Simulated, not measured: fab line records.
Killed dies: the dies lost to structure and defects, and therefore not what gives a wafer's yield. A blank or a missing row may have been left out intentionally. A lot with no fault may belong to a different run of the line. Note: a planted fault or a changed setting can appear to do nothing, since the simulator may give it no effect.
fab line records	flow sky130
[record] lots = 24	wafers = 72	lastDay = 50
route steps=708 shown LI_CONTACT@384 METAL3@566 VIA3@586 VIA4@641 METAL5@676 PASSIVATION@684
lots with no fault: from the same line, run without faults
startH: hours from the record's first day to the start of the lot's first wafer shown	waitH: hours from the lot's prior step to this one	" the same as in the row above	L1.1+2: a row that stands for several wafers	- value missing, or start not given	* or withheld: withheld	< > ~ a bound
route shown NAME@n: names a module that has steps shown in the file, with the first one's number in the route	usual: mean/standard deviation of fault-free wafers	same: alike in all rows	chamber/n: place in a boat	sites: each site's reading	_std_site: the values' standard deviation	_edge_site: outer sites' mean less inner sites'	radiusMm: for every site, how far away it sits from the centre of the wafer	mask NAME#n: copy n	behind: the tool/chamber that last shaped the wafer	hold: cause of the lot's hold/its duration in hours/its outcome	device: transistor that didn't switch, given as n, p or np	end of line: tests run on the same wafers once the route is complete	step lacking rows: just its recipe	killed: dies that structure and defects cost at the first sort, which is not the same as the wafer's yield	map: a wafer's dies, marking killed ones x, the rest . and places with no die _
set.NAME: setting as actually run; set.NAME@STEP: the setting as run at that earlier step	model.NAME: the simulator's own value behind a step, which no gauge read
route steps across a sampled set of lots; one table per step, one row per wafer
services: a tool's chamber out of use, with start hour (startH, from the record's first day; less than 0 if before it), hours out, and reason
[[steps]]
[step SKY_LI_CONTACT_RS_MEAS_22]
[recipe] thkMeasGauge = four-point-probe	reads = W_of_LI_CONTACT_CVD_21+TiN_of_LI_CONTACT_SPUTTER_20+Ti_of_LI_CONTACT_SPUTTER_19
[usual] LI_CONTACT_W_RS = 0.2861/0.0026
lot.wafer	tool	chamber	startH	waitH	LI_CONTACT_W_RS[ohm/sq]
L074.2	filmMetro-04	-	684.33	0.1	0.2863
L074.3	"	-	"	"	0.2890
L074.4	"	-	"	"	0.2886
L075.1	filmMetro-02	-	685.00	0.1	0.2840
L075.5	"	-	"	"	0.2824
L075.6	"	-	"	"	0.2842
L076.1	filmMetro-02	-	697.50	0.1	0.2894
L076.3	"	-	"	"	0.2861
L076.5	"	-	"	"	0.2900
L077.2	filmMetro-03	-	702.96	0.1	0.2867
L077.4	"	-	"	"	0.2864
L077.5	"	-	"	"	0.2846
L078.1	filmMetro-03	-	710.44	0.1	0.2837
L078.3	"	-	"	"	0.2854
L078.4	"	-	"	"	0.2865
L079.3	filmMetro-02	-	713.58	0.1	0.2871
L079.4	"	-	"	"	0.2862
L079.5	"	-	"	"	0.2824
L080.3	filmMetro-04	-	738.28	0.1	0.2875
L080.5	"	-	"	"	0.2881
L080.6	"	-	"	"	0.2874
L082.3	filmMetro-03	-	739.36	0.1	0.2868
L082.5	"	-	"	"	0.2875
L082.6	"	-	"	"	0.2852
L081.1	filmMetro-03	-	740.76	0.1	0.2862
L081.4	"	-	"	"	0.2902
L081.5	"	-	"	"	0.2898
L083.3	filmMetro-02	-	756.56	0.1	0.2884
L083.4	"	-	"	"	0.2856
L083.6	"	-	"	"	0.2864
L085.2	filmMetro-04	-	763.19	0.1	0.2838
L085.3	"	-	"	"	0.2866
L085.4	"	-	"	"	0.2832
L084.1	filmMetro-03	-	764.15	0.1	0.2866
L084.2	"	-	"	"	0.2855
L084.6	"	-	"	"	0.2873
L086.1	filmMetro-02	-	767.74	0.1	0.2868
L086.5	"	-	"	"	0.2875
L086.6	"	-	"	"	0.2858
L087.1	filmMetro-04	-	786.49	0.1	0.2808
L087.3	"	-	"	"	0.2836
L087.6	"	-	"	"	0.2816
L088.3	filmMetro-02	-	787.51	0.1	0.2862
L088.5	"	-	"	"	0.2854
L088.6	"	-	"	"	0.2832
L089.1	filmMetro-03	-	793.39	0.1	0.2909
L089.2	"	-	"	"	0.2927
L089.5	"	-	"	"	0.2896
L090.2	filmMetro-02	-	807.72	0.1	0.2817
L090.3	"	-	"	"	0.2816
L090.4	"	-	"	"	0.2859
L091.1	filmMetro-03	-	811.17	0.1	0.2897
L091.3	"	-	"	"	0.2872
L091.6	"	-	"	"	0.2897
L092.1	filmMetro-02	-	819.34	0.1	0.2887
L092.3	"	-	"	"	0.2832
L092.5	"	-	"	"	0.2855
L093.1	filmMetro-02	-	835.97	0.1	0.2858
L093.5	"	-	"	"	0.2836
L093.6	"	-	"	"	0.2882
L094.2	filmMetro-04	-	837.61	0.1	0.2871
L094.5	"	-	"	"	0.2888
L094.6	"	-	"	"	0.2877
L095.2	filmMetro-04	-	841.65	0.1	0.2898
L095.3	"	-	"	"	0.2843
L095.4	"	-	"	"	0.2854
L096.3	filmMetro-04	-	843.46	0.1	0.2797
L096.4	"	-	"	"	0.2811
L096.5	"	-	"	"	0.2808
L097.1	filmMetro-03	-	863.71	0.1	0.2852
L097.3	"	-	"	"	0.2860
L097.5	"	-	"	"	0.2866
[step SKY_METAL3_ETCH_16]
[recipe] chemistry = N2/H2	target = BARC	ionEnergyEv = 200	biasW = 100	pressureMtorr = 30	n2FlowSccm = 100	h2FlowSccm = 200	icpW = 500	stopOn = SiO2	timeS = 88.2	targetDepthA = 600
[usual] drypumpMotorCurrentA = 5.63/0.19	h2FlowSccm = 199.9/0.64	oesProductAu = 0.626/0.0048	throttleValvePct = 13.204/0.0097
lot.wafer	tool	chamber	startH	waitH	drypumpMotorCurrentA	h2FlowSccm	oesProductAu	rfHoursCounterH	throttleValvePct
L074.2	rieMetal-04	1	910.93	0.1	5.37	198.8	0.638	-	13.195
L074.3	"	1	"	"	5.40	199.1	0.632	-	13.211
L074.4	"	1	"	"	5.38	199.7	0.628	-	13.213
L075.1	rieMetal-04	1	912.69	0.1	5.37	200.2	0.620	2	13.216
L075.5	"	1	"	"	5.35	199.1	0.622	-	13.211
L075.6	"	1	"	"	5.38	199.9	0.625	-	13.197
L076.1	rieMetal-03	1	920.65	0.1	5.81	199.5	0.629	18	13.196
L076.3	"	1	"	"	5.81	200.1	0.630	-	13.211
L076.5	"	1	"	"	5.79	199.7	0.632	-	13.205
L077.2	rieMetal-02	1	926.86	0.0	5.76	199.9	0.623	3	13.209
L077.4	"	1	"	"	5.79	197.8	0.633	-	13.211
L077.5	"	0	"	"	5.73	200.1	0.635	-	13.203
L078.1	rieMetal-04	1	934.16	0.0	5.39	200.7	0.619	4	13.200
L078.3	"	0	"	"	5.30	199.9	0.623	-	13.201
L078.4	"	1	"	"	5.41	200.9	0.618	-	13.217
L079.3	rieMetal-02	1	934.89	0.0	5.80	199.1	0.628	-	13.201
L079.4	"	0	"	"	5.73	200.3	0.639	-	13.213
L079.5	"	0	"	"	5.73	199.5	0.621	-	13.194
L080.3	rieMetal-02	1	957.10	0.0	5.79	199.7	0.627	-	13.201
L080.5	"	0	"	"	5.73	201.9	0.630	-	13.202
L080.6	"	1	"	"	5.76	200.1	0.628	-	13.212
L082.3	rieMetal-02	0	958.90	0.0	5.73	199.9	0.623	-	13.208
L082.5	"	1	"	"	5.78	200.6	0.622	-	13.212
L082.6	"	0	"	"	5.73	199.1	0.621	-	13.200
L081.1	rieMetal-04	1	959.22	0.0	5.39	200.1	0.621	5	13.178
L081.4	"	0	"	"	5.30	199.1	0.633	-	13.193
L081.5	"	1	"	"	5.40	199.8	0.633	-	13.207
L083.3	rieMetal-03	0	972.65	0.0	5.64	199.5	0.627	-	13.187
L083.4	"	1	"	"	5.80	200.5	0.632	-	13.208
L083.6	"	0	"	"	5.64	199.8	0.626	-	13.202
L085.2	rieMetal-03	1	980.08	0.0	5.80	200.2	0.625	2	13.189
L085.3	"	0	"	"	5.69	200.5	0.628	-	13.216
L085.4	"	1	"	"	5.81	200.3	0.634	-	13.201
L084.1	rieMetal-04	0	980.91	0.0	5.30	199.1	0.624	3	13.202
L084.2	"	1	"	"	5.38	200.2	0.632	6	13.203
L084.6	"	0	"	"	5.30	199.6	0.626	-	13.206
L086.1	rieMetal-02	0	983.92	0.0	5.73	200.6	0.616	11	13.209
L086.5	"	0	"	"	5.75	200.2	0.619	-	13.194
L086.6	"	1	"	"	5.78	199.4	0.621	-	13.197
L087.1	rieMetal-03	0	1001.01	0.0	5.65	200.5	0.621	6	13.222
L087.3	"	0	"	"	5.66	200.5	0.627	-	13.206
L087.6	"	0	"	"	5.68	200.1	0.620	-	13.203
L088.3	rieMetal-04	0	1001.39	0.0	5.29	200.0	0.629	-	13.226
L088.5	"	0	"	"	5.28	201.1	0.619	-	13.201
L088.6	"	1	"	"	5.39	199.4	0.625	-	13.217
L089.1	rieMetal-02	1	1007.36	0.0	5.75	200.0	0.622	7	13.209
L089.2	"	0	"	"	5.74	199.8	0.631	12	13.208
L089.5	"	1	"	"	5.77	201.4	0.628	-	13.225
L090.2	rieMetal-02	0	1018.21	0.0	5.71	199.2	0.621	13	13.206
L090.3	"	1	"	"	5.79	199.6	0.628	-	13.189
L090.4	"	0	"	"	5.71	199.4	0.625	-	13.200
L091.1	rieMetal-03	1	1020.91	0.0	5.78	200.8	0.629	5	13.207
L091.3	"	1	"	"	5.79	200.3	0.626	-	13.209
L091.6	"	1	"	"	5.79	200.4	0.626	-	13.191
L092.1	rieMetal-04	0	1028.41	0.0	5.32	200.1	0.631	4	13.200
L092.3	"	1	"	"	5.37	199.8	0.626	-	13.212
L092.5	"	1	"	"	5.37	200.3	0.637	-	13.207
L093.1	rieMetal-03	1	1042.92	0.0	5.84	200.3	0.620	6	13.219
L093.5	"	1	"	"	5.83	199.9	0.625	-	13.203
L093.6	"	0	"	"	5.65	198.9	0.632	-	13.216
L094.2	rieMetal-02	0	1044.02	0.0	5.74	199.2	0.624	15	13.187
L094.5	"	0	"	"	5.73	199.3	0.628	-	13.196
L094.6	"	1	"	"	5.70	200.1	0.625	-	13.201
L095.2	rieMetal-03	1	1046.52	0.0	5.84	199.5	0.620	6	13.199
L095.3	"	1	"	"	5.82	198.6	0.622	-	13.204
L095.4	"	0	"	"	5.65	199.1	0.622	-	13.205
L096.3	rieMetal-02	0	1052.55	0.0	5.76	200.8	0.624	-	13.211
L096.4	"	1	"	"	5.76	200.9	0.629	-	13.189
L096.5	"	1	"	"	5.77	200.1	0.633	-	13.210
L097.1	rieMetal-02	1	1064.81	0.0	5.77	200.5	0.623	11	13.199
L097.3	"	1	"	"	5.75	199.4	0.621	-	13.198
L097.5	"	0	"	"	5.72	199.4	0.628	-	13.189
[step SKY_VIA3_OVL_MEAS_13]
[usual] VIA3_OVL = 1/6.3
lot.wafer	tool	chamber	startH	waitH	VIA3_OVL[nm]
L074.2	overlay-01	-	937.79	0.1	-1
L074.3	"	-	"	"	-7
L074.4	"	-	"	"	3
L075.1	overlay-02	-	939.45	0.1	7
L075.5	"	-	"	"	3
L075.6	"	-	"	"	-1
L076.1	overlay-01	-	946.79	0.1	7
L076.3	"	-	"	"	0
L076.5	"	-	"	"	0
L077.2	overlay-01	-	952.84	0.1	4
L077.4	"	-	"	"	-5
L077.5	"	-	"	"	5
L078.1	overlay-01	-	960.29	0.1	12
L078.3	"	-	"	"	6
L078.4	"	-	"	"	-1
L079.3	overlay-02	-	960.66	0.1	6
L079.4	"	-	"	"	3
L079.5	"	-	"	"	-1
L080.3	overlay-02	-	982.72	0.1	-1
L080.5	"	-	"	"	0
L080.6	"	-	"	"	-3
L082.3	overlay-02	-	984.22	0.1	-7
L082.5	"	-	"	"	5
L082.6	"	-	"	"	6
L081.1	overlay-01	-	984.56	0.1	5
L081.4	"	-	"	"	-2
L081.5	"	-	"	"	4
L083.3	overlay-01	-	997.30	0.1	6
L083.4	"	-	"	"	11
L083.6	"	-	"	"	11
L085.2	overlay-01	-	1004.91	0.1	4
L085.3	"	-	"	"	11
L085.4	"	-	"	"	1
L084.1	overlay-01	-	1006.66	0.1	2
L084.2	"	-	"	"	4
L084.6	"	-	"	"	10
L086.1	overlay-01	-	1009.14	0.1	-4
L086.5	"	-	"	"	-10
L086.6	"	-	"	"	-3
L087.1	overlay-01	-	1025.11	0.1	2
L087.3	"	-	"	"	-2
L087.6	"	-	"	"	2
L088.3	overlay-02	-	1026.10	0.1	10
L088.5	"	-	"	"	3
L088.6	"	-	"	"	9
L089.1	overlay-01	-	1031.64	0.1	7
L089.2	"	-	"	"	9
L089.5	"	-	"	"	-4
L090.2	overlay-02	-	1042.26	0.1	-4
L090.3	"	-	"	"	-2
L090.4	"	-	"	"	3
L091.1	overlay-01	-	1044.60	0.1	-6
L091.3	"	-	"	"	-14
L091.6	"	-	"	"	-6
L092.1	overlay-02	-	1052.66	0.1	2
L092.3	"	-	"	"	-8
L092.5	"	-	"	"	0
L093.1	overlay-01	-	1066.24	0.1	7
L093.5	"	-	"	"	-12
L093.6	"	-	"	"	-1
L094.2	overlay-02	-	1067.25	0.1	-5
L094.5	"	-	"	"	0
L094.6	"	-	"	"	3
L095.2	overlay-01	-	1069.31	0.1	-3
L095.3	"	-	"	"	2
L095.4	"	-	"	"	-8
L096.3	overlay-01	-	1074.82	0.1	-11
L096.4	"	-	"	"	-7
L096.5	"	-	"	"	-3
L097.1	overlay-02	-	1087.41	0.1	2
L097.3	"	-	"	"	-7
L097.5	"	-	"	"	-5
[step SKY_VIA4_CMP_02]
[recipe] material = SiO2	downForcePsi = 4	platenRpm = 60	padVelocityMS = 0.94248
[usual] motorCurrentA = 12.7/1.1
lot.wafer	tool	chamber	startH	waitH	motorCurrentA
L074.3	cmp-02	3	989.14	0.0	12.8
L074.4	"	0	"	"	13.3
L074.2	"	1	"	"	11.3
L075.1	cmp-02	1	991.49	0.2	11.6
L075.5	"	2	"	"	11.1
L075.6	"	3	"	"	12.7
L076.1	cmp-02	1	998.14	0.1	11.6
L076.3	"	2	"	"	11.1
L076.5	"	3	"	"	13.1
L077.4	cmp-02	2	1005.07	0.0	11.8
L077.2	"	1	"	"	11.6
L077.5	"	2	"	"	11.5
L079.4	cmp-02	0	1011.02	0.0	13.4
L079.3	"	2	"	"	11.8
L079.5	"	1	"	"	11.3
L078.4	cmp-01	1	1011.03	0.1	12.5
L078.3	"	2	"	"	12.5
L078.1	"	3	"	"	11.5
L080.3	cmp-02	0	1032.84	0.1	14.2
L080.5	"	3	"	"	13.6
L080.6	"	0	"	"	13.4
L082.3	cmp-02	2	1035.01	0.2	11.9
L082.6	"	3	"	"	12.2
L082.5	"	0	"	"	13.9
L081.4	cmp-02	3	1035.48	0.1	12.2
L081.1	"	0	"	"	13.7
L081.5	"	2	"	"	11.6
L083.4	cmp-01	3	1047.05	0.0	10.9
L083.3	"	2	"	"	12.5
L083.6	"	0	"	"	14.9
L085.4	cmp-01	1	1053.34	0.0	13.1
L085.2	"	2	"	"	12.8
L085.3	"	3	"	"	11.7
L084.2	cmp-02	2	1055.03	0.1	12.0
L084.1	"	3	"	"	12.6
L084.6	"	1	"	"	11.2
L086.1	cmp-01	1	1058.00	0.1	13.5
L086.6	"	3	"	"	11.3
L086.5	"	0	"	"	15.3
L087.3	cmp-01	0	1073.09	0.0	14.7
L087.1	"	3	"	"	11.9
L087.6	"	1	"	"	12.5
L088.3	cmp-02	2	1073.45	0.2	11.7
L088.5	"	3	"	"	12.8
L088.6	"	0	"	"	13.6
L089.2	cmp-01	3	1079.29	0.0	11.1
L089.1	"	1	"	"	13.1
L089.5	"	3	"	"	11.4
L090.2	cmp-01	0	1088.79	0.1	14.2
L090.4	"	2	"	"	12.3
L090.3	"	3	"	"	11.6
L091.3	cmp-01	0	1091.11	0.1	15.1
L091.1	"	1	"	"	12.8
L091.6	"	3	"	"	11.2
L092.3	cmp-01	1	1097.86	0.1	13.3
L092.1	"	2	"	"	12.6
L092.5	"	1	"	"	13.0
L093.1	cmp-01	1	1112.01	0.2	12.4
L093.6	"	2	"	"	13.0
L093.5	"	3	"	"	11.9
L094.2	cmp-01	3	1112.88	0.0	11.8
L094.5	"	3	"	"	11.5
L094.6	"	0	"	"	14.8
L095.3	cmp-02	0	1114.51	0.1	13.1
L095.4	"	1	"	"	11.5
L095.2	"	3	"	"	12.3
L096.4	cmp-02	3	1118.28	0.0	12.2
L096.3	"	1	"	"	11.6
L096.5	"	0	"	"	13.6
L097.3	cmp-01	2	1131.63	0.0	12.3
L097.1	"	1	"	"	12.9
L097.5	"	3	"	"	10.9
[step SKY_METAL5_METAL_ETCH_15]
[recipe] targetDepthA = 12600	stopOn = SiO2	overEtchFrac = 0.2	timeS = 252	chemistry = Cl2/BCl3	resistSidewallDeg = 86	pressureMtorr = 10	icpW = 900	biasW = 48.5	Cl2_flow_sccm = 60	bcl3FlowSccm = 30
[usual] drypumpMotorCurrentA = 5.56/0.25	oesProductAu = 0.894/0.0048	throttleValvePct = 22.264/0.009
[same] overEtchFrac = 0.2
lot.wafer	tool	chamber	startH	waitH	drypumpMotorCurrentA	oesProductAu	rfHoursCounterH	throttleValvePct
L074.2	rieMetal-02	1	1036.95	0.0	5.80	0.893	9	22.268
L074.3	"	1	"	"	5.76	0.901	-	22.270
L074.4	"	0	"	"	5.69	0.897	-	22.261
L075.1	rieMetal-01	0	1039.37	0.0	5.17	0.895	13	22.264
L075.5	"	1	"	"	5.25	0.897	-	22.270
L075.6	"	0	"	"	5.18	0.893	-	22.258
L076.1	rieMetal-02	0	1045.57	0.0	5.72	0.890	15	22.268
L076.3	"	0	"	"	5.74	0.887	-	22.266
L076.5	"	1	"	"	5.74	0.900	-	22.274
L077.2	rieMetal-01	1	1051.15	0.0	5.24	0.900	13	22.273
L077.4	"	0	"	"	5.19	0.904	-	22.268
L077.5	"	0	"	"	5.21	0.896	-	22.258
L078.1	rieMetal-02	1	1057.32	0.0	5.74	0.890	10	22.273
L078.3	"	1	"	"	5.77	0.894	-	22.268
L078.4	"	0	"	"	5.71	0.893	-	22.250
L079.3	rieMetal-01	1	1057.93	0.1	5.25	0.888	-	22.263
L079.4	"	0	"	"	5.18	0.890	-	22.283
L079.5	"	0	"	"	5.18	0.885	-	22.267
L080.3	rieMetal-01	0	1077.10	0.1	5.18	0.896	-	22.255
L080.5	"	0	"	"	5.19	0.885	-	22.257
L080.6	"	1	"	"	5.23	0.900	-	22.260
L082.3	rieMetal-03	1	1080.30	0.1	5.83	0.895	-	22.257
L082.5	"	0	"	"	5.64	0.900	-	22.254
L082.6	"	1	"	"	5.83	0.889	-	22.273
L081.1	rieMetal-01	0	1080.60	0.0	5.18	0.897	16	22.265
L081.4	"	0	"	"	5.18	0.900	-	22.263
L081.5	"	1	"	"	5.26	0.891	-	22.268
L083.3	rieMetal-03	0	1091.00	0.1	5.65	0.893	-	22.263
L083.4	"	1	"	"	5.83	0.903	-	22.275
L083.6	"	1	"	"	5.80	0.894	-	22.264
L085.2	rieMetal-03	0	1096.32	0.0	5.65	0.900	13	22.258
L085.3	"	0	"	"	5.63	0.891	-	22.261
L085.4	"	1	"	"	5.81	0.891	-	22.268
L084.1	rieMetal-03	0	1098.10	0.0	5.65	0.887	13	22.253
L084.2	"	1	"	"	5.80	0.900	10	22.266
L084.6	"	1	"	"	5.78	0.896	-	22.261
L086.1	rieMetal-01	0	1101.70	0.0	5.17	0.901	18	22.281
L086.5	"	1	"	"	5.23	0.885	-	22.265
L086.6	"	0	"	"	5.18	0.884	-	22.251
L087.1	rieMetal-02	0	1115.87	0.0	5.74	0.897	19	22.268
L087.3	"	0	"	"	5.74	0.896	-	22.262
L087.6	"	0	"	"	5.74	0.897	-	22.259
L088.3	rieMetal-03	1	1116.13	0.1	5.81	0.894	-	22.264
L088.5	"	0	"	"	5.66	0.902	-	22.278
L088.6	"	1	"	"	5.83	0.889	-	22.269
L089.1	rieMetal-01	0	1121.30	0.0	5.19	0.898	18	22.257
L089.2	"	1	"	"	5.25	0.895	17	22.256
L089.5	"	1	"	"	5.26	0.886	-	22.266
L090.2	rieMetal-02	0	1130.87	0.0	5.71	0.895	20	22.255
L090.3	"	0	"	"	5.72	0.898	-	22.278
L090.4	"	1	"	"	5.76	0.890	-	22.253
L091.1	rieMetal-03	1	1132.35	0.0	5.77	0.898	14	22.266
L091.3	"	0	"	"	5.67	0.899	-	22.276
L091.6	"	1	"	"	5.81	0.891	-	22.266
L092.1	rieMetal-02	0	1138.32	0.0	5.72	0.900	21	22.275
L092.3	"	1	"	"	5.75	0.896	-	22.249
L092.5	"	0	"	"	5.73	0.892	-	22.262
L093.1	rieMetal-03	1	1152.90	0.0	5.81	0.888	16	22.271
L093.5	"	0	"	"	5.64	0.894	-	22.261
L093.6	"	1	"	"	5.79	0.888	-	22.269
L094.2	rieMetal-02	1	1153.02	0.0	5.76	0.886	18	22.259
L094.5	"	0	"	"	5.73	0.898	-	22.263
L094.6	"	1	"	"	5.76	0.895	-	22.256
L095.2	rieMetal-01	1	1154.27	0.0	5.25	0.896	21	22.238
L095.3	"	0	"	"	5.17	0.898	-	22.278
L095.4	"	1	"	"	5.23	0.897	-	22.274
L096.3	rieMetal-02	0	1156.20	0.1	5.71	0.907	-	22.256
L096.4	"	1	"	"	5.74	0.899	-	22.268
L096.5	"	1	"	"	5.74	0.889	-	22.275
L097.1	rieMetal-03	1	1169.72	0.0	5.81	0.899	18	22.274
L097.3	"	1	"	"	5.80	0.894	-	22.262
L097.5	"	0	"	"	5.63	0.889	-	22.252
[step SKY_PASSIVATION_THK_MEAS_03]
[recipe] reads = Si3N4_of_PASSIVATION_CVD_02
[usual] PASSIVATION_CVD_02_THK = 537/9.5
lot.wafer	tool	chamber	startH	waitH	PASSIVATION_CVD_02_THK[nm]
L074.2	filmMetro-03	-	1038.10	-	534
L074.3	"	-	"	"	531
L074.4	"	-	"	"	536
L075.1	filmMetro-04	-	1040.54	-	543
L075.5	"	-	"	"	555
L075.6	"	-	"	"	548
L076.1	filmMetro-03	-	1046.71	-	537
L076.3	"	-	"	"	545
L076.5	"	-	"	"	548
L077.2	filmMetro-03	-	1052.33	-	541
L077.4	"	-	"	"	546
L077.5	"	-	"	"	552
L078.1	filmMetro-04	-	1058.60	-	524
L078.3	"	-	"	"	531
L078.4	"	-	"	"	524
L079.3	filmMetro-04	-	1059.05	-	534
L079.4	"	-	"	"	532
L079.5	"	-	"	"	536
L080.3	filmMetro-03	-	1078.18	-	539
L080.5	"	-	"	"	551
L080.6	"	-	"	"	555
L082.3	filmMetro-04	-	1081.37	-	533
L082.5	"	-	"	"	545
L082.6	"	-	"	"	526
L081.1	filmMetro-02	-	1081.74	-	539
L081.4	"	-	"	"	545
L081.5	"	-	"	"	541
L083.3	filmMetro-04	-	1092.07	-	534
L083.4	"	-	"	"	545
L083.6	"	-	"	"	538
L085.2	filmMetro-03	-	1097.47	-	520
L085.3	"	-	"	"	524
L085.4	"	-	"	"	544
L084.1	filmMetro-03	-	1099.27	-	541
L084.2	"	-	"	"	533
L084.6	"	-	"	"	544
L086.1	filmMetro-04	-	1102.84	-	526
L086.5	"	-	"	"	531
L086.6	"	-	"	"	543
L087.1	filmMetro-04	-	1117.00	-	545
L087.3	"	-	"	"	524
L087.6	"	-	"	"	552
L088.3	filmMetro-03	-	1117.21	-	536
L088.5	"	-	"	"	535
L088.6	"	-	"	"	536
L089.1	filmMetro-03	-	1122.44	-	541
L089.2	"	-	"	"	543
L089.5	"	-	"	"	546
L090.2	filmMetro-04	-	1132.29	-	526
L090.3	"	-	"	"	533
L090.4	"	-	"	"	555
L091.1	filmMetro-02	-	1133.50	-	525
L091.3	"	-	"	"	523
L091.6	"	-	"	"	541
L092.1	filmMetro-02	-	1139.57	-	515
L092.3	"	-	"	"	526
L092.5	"	-	"	"	524
L093.1	filmMetro-02	-	1154.40	-	547
L093.5	"	-	"	"	546
L093.6	"	-	"	"	548
L094.2	filmMetro-03	-	1155.12	-	524
L094.5	"	-	"	"	534
L094.6	"	-	"	"	528
L095.2	filmMetro-04	-	1155.50	-	542
L095.3	"	-	"	"	548
L095.4	"	-	"	"	546
L096.3	filmMetro-02	-	1157.30	-	540
L096.4	"	-	"	"	546
L096.5	"	-	"	"	547
L097.1	filmMetro-04	-	1171.32	-	523
L097.3	"	-	"	"	527
L097.5	"	-	"	"	536
[[services]]
tool	chamber	startH	hours	kind
cmp-01	-	904.95	2.4	repair
cmp-01	-	912.00	4.0	pm
cmp-01	-	932.72	3.7	repair
rieMetal-01	-	938.33	0.2	repair
rieMetal-01	1	940.50	29.5	repair
cmp-02	-	941.84	3.0	repair
cmp-02	-	950.30	9.6	repair
cmp-01	-	979.45	0.2	repair
cmp-01	-	980.92	1.7	repair
cmp-01	-	982.61	6.2	pm
rieMetal-03	-	990.32	4.3	pm
rieMetal-01	0	1003.45	23.9	repair
rieMetal-01	-	1026.39	2.8	pm
cmp-01	-	1069.86	2.9	pm
rieMetal-02	0	1078.69	11.9	repair
cmp-02	-	1084.00	4.0	pm
rieMetal-02	1	1094.67	2.1	repair
rieMetal-01	-	1105.21	14.6	pm
rieMetal-02	-	1119.23	2.8	pm
cmp-01	-	1123.33	1.2	repair
cmp-01	-	1125.72	3.4	repair
cmp-01	-	1127.67	1.1	repair
cmp-02	-	1146.40	1.1	repair
cmp-02	-	1168.13	2.3	repair
[[key]]
fault none
